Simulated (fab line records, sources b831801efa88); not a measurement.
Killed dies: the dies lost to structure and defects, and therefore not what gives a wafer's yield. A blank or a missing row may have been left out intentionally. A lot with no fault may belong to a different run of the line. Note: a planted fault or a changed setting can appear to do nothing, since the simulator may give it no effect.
Commonality check across tools || flow gf180mcu || 13 lots and 39 wafers in the sample

## WHY THIS WAS OPENED
2 of 13 lots carry a flag on the reading NSD_RS at GF_PSD_RS_MEAS_14. Fault-free wafers read 45.94 ohm/sq, with a standard deviation of 0.074.
Rule: a lot is flagged when every wafer of it that has a number lies more than 4 standard deviations from that mean, or none has a number. The other lots count as sound.

{"lot": "L147", "measured": "day 15 22:03", "on": "film-metro-03", "NSD_RS (ohm/sq), wafer by wafer": "46.07 46.00 46.01", "flag": ""}
{"lot": "L148", "measured": "day 16 10:28", "on": "film-metro-01", "NSD_RS (ohm/sq), wafer by wafer": "45.88 45.90 45.88", "flag": ""}
{"lot": "L149", "measured": "day 16 17:02", "on": "film-metro-04", "NSD_RS (ohm/sq), wafer by wafer": "46.05 45.97 45.94", "flag": ""}
{"lot": "L150", "measured": "day 17 02:01", "on": "film-metro-04", "NSD_RS (ohm/sq), wafer by wafer": "46.12 45.97 46.08", "flag": ""}
{"lot": "L151", "measured": "day 17 06:17", "on": "film-metro-01", "NSD_RS (ohm/sq), wafer by wafer": "45.88 45.96 45.88", "flag": ""}
{"lot": "L158", "measured": "day 19 19:31", "on": "film-metro-01", "NSD_RS (ohm/sq), wafer by wafer": "44.88 44.86 44.84", "flag": "FLAGGED"}
{"lot": "L160", "measured": "day 20 10:43", "on": "film-metro-01", "NSD_RS (ohm/sq), wafer by wafer": "44.80 44.83 44.82", "flag": "FLAGGED"}
{"lot": "L164", "measured": "day 21 23:16", "on": "film-metro-01", "NSD_RS (ohm/sq), wafer by wafer": "45.94 45.99 45.94", "flag": ""}
{"lot": "L165", "measured": "day 22 01:35", "on": "film-metro-03", "NSD_RS (ohm/sq), wafer by wafer": "45.98 46.00 45.95", "flag": ""}
{"lot": "L167", "measured": "day 22 15:34", "on": "film-metro-04", "NSD_RS (ohm/sq), wafer by wafer": "45.94 45.97 46.07", "flag": ""}
{"lot": "L168", "measured": "day 23 00:46", "on": "film-metro-01", "NSD_RS (ohm/sq), wafer by wafer": "46.05 45.99 45.92", "flag": ""}
{"lot": "L169", "measured": "day 23 08:49", "on": "film-metro-04", "NSD_RS (ohm/sq), wafer by wafer": "45.92 45.92 45.93", "flag": ""}
{"lot": "L170", "measured": "day 23 14:29", "on": "film-metro-04", "NSD_RS (ohm/sq), wafer by wafer": "46.12 45.98 45.96", "flag": ""}
On average the flagged lots' numbers are 44.84 ohm/sq, which is -1.10 ohm/sq against the usual, or -15 standard deviations.

## WHICH TOOL EACH LOT WENT THROUGH
The record keeps 1 process step preceding the reading, out of 602 steps on the route. In each cell: the tool, then ch and the chambers that the sampled wafers went through, then the start.
{"lot": "L147", "flag": "", "GF_PSD_RTA_13": "rtp-anneal-01 ch 0, day 15 21:58"}
{"lot": "L148", "flag": "", "GF_PSD_RTA_13": "rtp-anneal-02 ch 0, day 16 10:22"}
{"lot": "L149", "flag": "", "GF_PSD_RTA_13": "rtp-anneal-02 ch 0, day 16 16:56"}
{"lot": "L150", "flag": "", "GF_PSD_RTA_13": "rtp-anneal-01 ch 0, day 17 01:56"}
{"lot": "L151", "flag": "", "GF_PSD_RTA_13": "rtp-anneal-02 ch 0, day 17 06:11"}
{"lot": "L158", "flag": "FLAGGED", "GF_PSD_RTA_13": "rtp-anneal-02 ch 0, day 19 19:26"}
{"lot": "L160", "flag": "FLAGGED", "GF_PSD_RTA_13": "rtp-anneal-02 ch 0, day 20 10:37"}
{"lot": "L164", "flag": "", "GF_PSD_RTA_13": "rtp-anneal-01 ch 0, day 21 23:11"}
{"lot": "L165", "flag": "", "GF_PSD_RTA_13": "rtp-anneal-01 ch 0, day 22 01:29"}
{"lot": "L167", "flag": "", "GF_PSD_RTA_13": "rtp-anneal-01 ch 0, day 22 15:28"}
{"lot": "L168", "flag": "", "GF_PSD_RTA_13": "rtp-anneal-01 ch 0, day 23 00:40"}
{"lot": "L169", "flag": "", "GF_PSD_RTA_13": "rtp-anneal-02 ch 0, day 23 08:44"}
{"lot": "L170", "flag": "", "GF_PSD_RTA_13": "rtp-anneal-01 ch 0, day 23 14:23"}
These steps, and what they do:
- GF_PSD_RTA_13: time 20 s.
- GF_PSD_RS_MEAS_14: measures by four-point-probe.

## FLAGGED OVER TOTAL, TOOL BY TOOL (the gauges that took the reading come last)
{"step": "GF_PSD_RTA_13", "tool": "rtp-anneal-01", "lots run": 7, "flagged": 0, "share of the flagged lots": "none", "sound lots run after its first flagged lot": "-"}
{"step": "GF_PSD_RTA_13", "tool": "rtp-anneal-02", "lots run": 6, "flagged": 2, "share of the flagged lots": "all", "sound lots run after its first flagged lot": "1 (L169)"}
{"step": "GF_PSD_RS_MEAS_14", "tool": "film-metro-01", "lots run": 6, "flagged": 2, "share of the flagged lots": "all", "sound lots run after its first flagged lot": "2 (L164,L168)"}
{"step": "GF_PSD_RS_MEAS_14", "tool": "film-metro-03", "lots run": 2, "flagged": 0, "share of the flagged lots": "none", "sound lots run after its first flagged lot": "-"}
{"step": "GF_PSD_RS_MEAS_14", "tool": "film-metro-04", "lots run": 5, "flagged": 0, "share of the flagged lots": "none", "sound lots run after its first flagged lot": "-"}

## WHAT THE TABLE PERMITS
Every flagged lot went through 2 rows of the table: rtp-anneal-02 at GF_PSD_RTA_13 and film-metro-01 at GF_PSD_RS_MEAS_14.
- rtp-anneal-02 at GF_PSD_RTA_13 ran 6 lots, 2 of them flagged. Sound lots followed the first flagged one (L169) on it, something a lasting fault affecting the whole tool could not allow. Its own readings lie more than 4 standard deviations out on every wafer of the flagged lots: wafer_temp_C_max.
- film-metro-01 at GF_PSD_RS_MEAS_14 ran 6 lots, 2 of them flagged. Sound lots followed the first flagged one (L164, L168) on it, something a lasting fault affecting the whole tool could not allow.
Every row of the table either missed a flagged lot or ran a sound lot after the first.

## WHAT WAS PUT IN BY THE SIMULATOR
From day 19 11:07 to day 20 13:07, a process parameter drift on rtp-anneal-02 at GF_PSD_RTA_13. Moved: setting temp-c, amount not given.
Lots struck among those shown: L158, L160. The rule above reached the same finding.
